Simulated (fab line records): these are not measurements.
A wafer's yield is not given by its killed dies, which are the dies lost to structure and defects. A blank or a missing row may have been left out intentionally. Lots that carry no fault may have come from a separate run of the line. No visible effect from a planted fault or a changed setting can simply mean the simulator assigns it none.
A lot that was struck, set against a sound lot ; flow sky130 ; 12 steps out of a route of 708
Sound: the wafers L235.2, L235.4, L235.6. Struck: wafers L244.1, L244.2, L244.6. The cause comes at the end.
Per side, at each step with rows, come the tool, then ch with its chambers, and then its first start. Under that, the readings that differ: sound wafers ; struck wafers ; difference of the means ; sigmas: that difference in standard deviations of wafers without a fault.
alike: words and numbers the same on both sides, and readings whose means are apart by under 2 such deviations; not compared: readings that were withheld, readings missing a value for some wafer, numbers with overlapping values and no deviation given by the record, and bounds like >300 which may hide the same value.
Wherever a step has rows on one side only, a row that says differs or no value, or a row with sigmas, the two part there. Numbers that don't overlap but have no deviation are shown without sigmas and don't part them. A reading that every wafer of one side lacks parts them only if that side has two wafers or more.

SKY_SD_N_OVL_MEAS_08:
  sound on overlay-02 at day 29 03:57; struck on overlay-02 at day 31 16:37
  alike: SD_N_OVL
then, 2 steps without rows for these wafers: SKY_SD_N_IMPLANT_09; SKY_SD_N_IMPLANT_10.
SKY_SD_N_STRIP_11: strips in O2/N2.
  sound on plasma_asher-01 ch 0,1, day 29 04:17; struck on plasma_asher-04 ch 0,1, day 31 16:57
  alike: drypump_motor_current_A, o2_flow_sccm, oes_product_au, strip_time_to_endpoint_s
  not compared: rf_hours_counter_h
SKY_SD_N_TW_MEAS_12:
  sound on film_metro-03 at day 29 04:23; struck on film_metro-02 at day 31 17:03
  alike: SD_N_TW
then, 1 step without rows for these wafers: SKY_SD_N_CLEAN_13 (cleans in SC1/SC2, time 150 s).
SKY_SD_N_RTA_14: time 2 s.
  sound on rtp_anneal-01 ch 0, day 29 04:31; struck on rtp_anneal-02 ch 0, day 31 17:10
  alike: chamber_o2_ppm, lamp_power_pct, wafer_temp_C_max
SKY_SD_N_RS_MEAS_16: measures by four-point-probe.
  sound on film_metro-02 at day 29 04:41; struck on film_metro-03 at day 31 17:20
  alike: SD_N_RS
SKY_SD_N_RS_MEAS_17: measures by four-point-probe.
  sound on film_metro-02 at day 29 04:49; struck on film_metro-03 at day 31 17:27
  alike: SD_P_RS
SKY_SD_N_RS_MEAS_18: measures by four-point-probe.
  sound on film_metro-02 at day 29 04:56; struck on film_metro-03 at day 31 17:34
  alike: RES_XHIGH_RS
then, 1 step without rows for these wafers: SKY_SALICIDE_CLEAN_00 (cleans in HF-last, time 30 s).
SKY_LI_CONTACT_HDPCVD_00: deposits PSG, target thk 930 nm, time 155 s.
  sound on hdpcvd-01 ch 0,1,2, day 29 05:03; struck on hdpcvd-01 ch 0,2, day 31 17:43
  no value came back on the struck wafers for pressure_mtorr (mTorr), run_length_s (s); on the sound wafers pressure_mtorr (mTorr) reads 5.993 6.000 6.005

## WHERE THEY PART
Only at SKY_LI_CONTACT_HDPCVD_00, within this record.

WHY: whatever the simulator had introduced
Skipped step whole: hdpcvd-01, from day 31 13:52 on, at SKY_LI_CONTACT_HDPCVD_00. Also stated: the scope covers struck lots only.
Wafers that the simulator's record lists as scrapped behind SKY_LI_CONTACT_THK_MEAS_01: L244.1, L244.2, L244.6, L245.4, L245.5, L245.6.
